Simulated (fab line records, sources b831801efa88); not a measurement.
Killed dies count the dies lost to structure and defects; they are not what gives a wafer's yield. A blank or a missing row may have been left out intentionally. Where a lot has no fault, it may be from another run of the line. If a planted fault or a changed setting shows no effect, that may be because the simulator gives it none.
Which tool did it? -- flow sky130 -- 30 wafers from 10 lots sampled at 5 of the route's 708 steps

WHAT THE GAUGES SHOWED, per wafer
SKY_LDD_HVP_OVL_MEAS_07. Usual: for LDD_HVP_OVL the level is -1.3 nm and the standard deviation is 1.6.
lot,measured,on,LDD_HVP_OVL (nm),flag
L432,day 21 13:26,overlay-01,-1.9 0.1 -0.9,
L434,day 22 17:14,overlay-01,-0.6 0.0 -2.5,
L436,day 23 11:34,overlay-01,-2.5 -2.8 -1.5,
L441,day 24 20:14,overlay-01,-3.3 -0.6 -1.5,
L442,day 24 23:41,overlay-02,-1.5 -2.3 -2.7,
L448,day 27 06:37,overlay-02,-2.8 -2.1 -3.2,
L449,day 27 10:50,overlay-02,-3.1 -2.2 -3.0,
L450,day 28 00:02,overlay-01,0.3 -1.3 -1.1,
L451,day 28 08:57,overlay-01,-1.3 -0.9 1.0,
L452,day 28 13:08,overlay-01,-2.1 -3.5 -5.6,

SKY_SD_N_TW_MEAS_12. Usual: for SD_N_TW the level is 4002 and the standard deviation is 37.
lot,measured,on,SD_N_TW,flag
L432,day 27 22:58,film metro-02,3946 3927 3942,
L434,day 28 23:48,film metro-02,3925 3912 3927,
L436,day 29 16:47,film metro-04,4050 4030 4030,
L441,day 30 23:54,film metro-04,30 30 30 30 30 30,OFF
L442,day 31 01:35,film metro-04,30 30 30 30 30 30,OFF
L448,day 33 06:08,film metro-04,4008 4005 3984,
L449,day 33 10:03,film metro-03,4012 4031 4041,
L450,day 33 22:29,film metro-04,4014 4005 4017,
L451,day 34 05:50,film metro-04,3990 3993 3991,
L452,day 34 10:19,film metro-04,3999 4000 3989,

WHAT TOOL EACH LOT RAN ON (gives the tool, then ch and the chambers of the sampled wafers, and finally the start)
lot,SKY_LDD_HVP_STRIP_09,SKY_RES_XHIGH_STRIP_08,SKY_SD_N_STRIP_11
L432,"plasma asher-01 ch 0,1, day 21 13:37","plasma asher-02 ch 0,1, day 26 16:53","plasma asher-04 ch 0,1, day 27 22:52"
L434,"plasma asher-01 ch 0,1, day 22 17:27","plasma asher-03 ch 0,1, day 27 18:40","plasma asher-01 ch 0,1, day 28 23:43"
L436,"plasma asher-03 ch 0,1, day 23 11:44","plasma asher-03 ch 0,1, day 28 11:13","plasma asher-01 ch 0,1, day 29 16:41"
L441,"plasma asher-02 ch 1, day 24 20:25","plasma asher-02 ch 0,1, day 29 19:44","plasma asher-01 ch 0,1, day 30 23:47"
L442,"plasma asher-01 ch 0,1, day 24 23:52","plasma asher-02 ch 1, day 29 21:20","plasma asher-04 ch 0,1, day 31 01:29"
L448,"plasma asher-01 ch 0,1, day 27 06:47","plasma asher-02 ch 0,1, day 32 02:31","plasma asher-01 ch 0,1, day 33 06:02"
L449,"plasma asher-03 ch 0,1, day 27 11:03","plasma asher-02 ch 0,1, day 32 06:56","plasma asher-02 ch 0,1, day 33 09:58"
L450,"plasma asher-01 ch 1, day 28 00:13","plasma asher-02 ch 0,1, day 32 19:08","plasma asher-04 ch 0,1, day 33 22:23"
L451,"plasma asher-02 ch 0,1, day 28 09:10","plasma asher-01 ch 0,1, day 33 02:34","plasma asher-02 ch 0,1, day 34 05:45"
L452,"plasma asher-02 ch 0,1, day 28 13:19","plasma asher-01 ch 0,1, day 33 07:34","plasma asher-02 ch 0,1, day 34 10:13"
- SKY_LDD_HVP_STRIP_09: strips in O2/N2.
- SKY_RES_XHIGH_STRIP_08: strips in O2/N2.
- SKY_SD_N_STRIP_11: strips in O2/N2.

AS READ BY THE TOOLS THEMSELVES (means over the sampled wafers that have a number; for cases with no such wafer, the mark the record gives instead)
SKY_LDD_HVP_STRIP_09. Usual: chamber pressure mTorr 1499.7 mTorr, standard deviation 1.3; drypump motor current A 6.08 A, standard deviation 0.22; oes product au 0.408 a.u., standard deviation 0.0047; strip time to endpoint s 4.131 s, standard deviation 0.014.
lot,tool,chamber pressure mTorr (mTorr),drypump motor current A (A),oes product au (a.u.),strip time to endpoint s (s),flag
L432,plasma asher-01,1499.9,6.20,0.403,4.113,
L434,plasma asher-01,1500.8,6.18,0.407,4.135,
L436,plasma asher-03,1500.2,5.93,0.410,4.143,
L441,plasma asher-02,1499.4,6.26,0.403,4.117,
L442,plasma asher-01,1499.4,6.17,0.408,4.112,
L448,plasma asher-01,1499.1,6.21,0.407,4.115,
L449,plasma asher-03,1500.4,5.92,0.411,4.126,
L450,plasma asher-01,1500.2,6.24,0.403,4.126,
L451,plasma asher-02,1498.7,6.04,0.408,4.155,
L452,plasma asher-02,1498.5,6.08,0.409,4.132,

SKY_RES_XHIGH_STRIP_08. Usual: chamber pressure mTorr 1500.0 mTorr, standard deviation 1.3; drypump motor current A 6.01 A, standard deviation 0.27; oes product au 0.711 a.u., standard deviation 0.0043; strip time to endpoint s 14.27 s, standard deviation 0.034.
lot,tool,chamber pressure mTorr (mTorr),drypump motor current A (A),oes product au (a.u.),strip time to endpoint s (s),flag
L432,plasma asher-02,1500.6,6.17,0.708,14.28,
L434,plasma asher-03,1500.1,5.94,0.709,14.27,
L436,plasma asher-03,1500.4,5.75,0.712,14.24,
L441,plasma asher-02,-,-,-,-,OFF
L442,plasma asher-02,-,-,-,-,OFF
L448,plasma asher-02,1498.8,6.16,0.710,14.28,
L449,plasma asher-02,1501.5,6.06,0.711,14.26,
L450,plasma asher-02,1500.1,6.16,0.710,14.27,
L451,plasma asher-01,1501.0,6.19,0.711,14.27,
L452,plasma asher-01,1498.7,6.21,0.707,14.24,

SKY_SD_N_STRIP_11. Usual: chamber pressure mTorr 1500.0 mTorr, standard deviation 1.3; drypump motor current A 6.10 A, standard deviation 0.18; oes product au 0.528 a.u., standard deviation 0.0048; strip time to endpoint s 22.54 s, standard deviation 0.044.
lot,tool,chamber pressure mTorr (mTorr),drypump motor current A (A),oes product au (a.u.),strip time to endpoint s (s),flag
L432,plasma asher-04,1500.5,5.94,0.536,22.60,
L434,plasma asher-01,1500.4,6.16,0.529,22.44,
L436,plasma asher-01,1498.5,6.19,0.527,22.53,
L441,plasma asher-01,1499.5,6.21,0.616,39.41,OFF
L442,plasma asher-04,1499.6,5.94,0.618,39.46,OFF
L448,plasma asher-01,1501.0,6.22,0.527,22.49,
L449,plasma asher-02,1500.1,6.08,0.526,22.52,
L450,plasma asher-04,1499.5,5.79,0.526,22.61,
L451,plasma asher-02,1499.9,6.17,0.527,22.54,
L452,plasma asher-02,1500.1,6.05,0.526,22.53,

THE ANSWER, worked out from the rows above alone
Rule: a lot is off if the mean of its wafers that have a number lies more than 3 standard deviations from the usual mean. A lot without any number at a reading at which 4 lots or more have one is off too. Where the step has rows for the other lots, those lots are counted as sound. Order of review: gauges by route order, followed by the tools' own readings, for which a lot's mean as printed above is used. At the first step where some lot is off, the reading lying furthest off is the one used; lots without a number count as furthest.
Off: L441, L442, seen at SKY_SD_N_TW_MEAS_12 (SD_N_TW).
If a tool, at a process step before that reading, ran all the lots that are off and no sound lot after the first of them, it fits. Not tried: the gauges at SKY_SD_N_TW_MEAS_12; whatever is off there is also off at SKY_RES_XHIGH_STRIP_08, on other tools, and gauge error can't account for it. None of those tried fits.

WHAT THE SIMULATOR HAD PUT IN
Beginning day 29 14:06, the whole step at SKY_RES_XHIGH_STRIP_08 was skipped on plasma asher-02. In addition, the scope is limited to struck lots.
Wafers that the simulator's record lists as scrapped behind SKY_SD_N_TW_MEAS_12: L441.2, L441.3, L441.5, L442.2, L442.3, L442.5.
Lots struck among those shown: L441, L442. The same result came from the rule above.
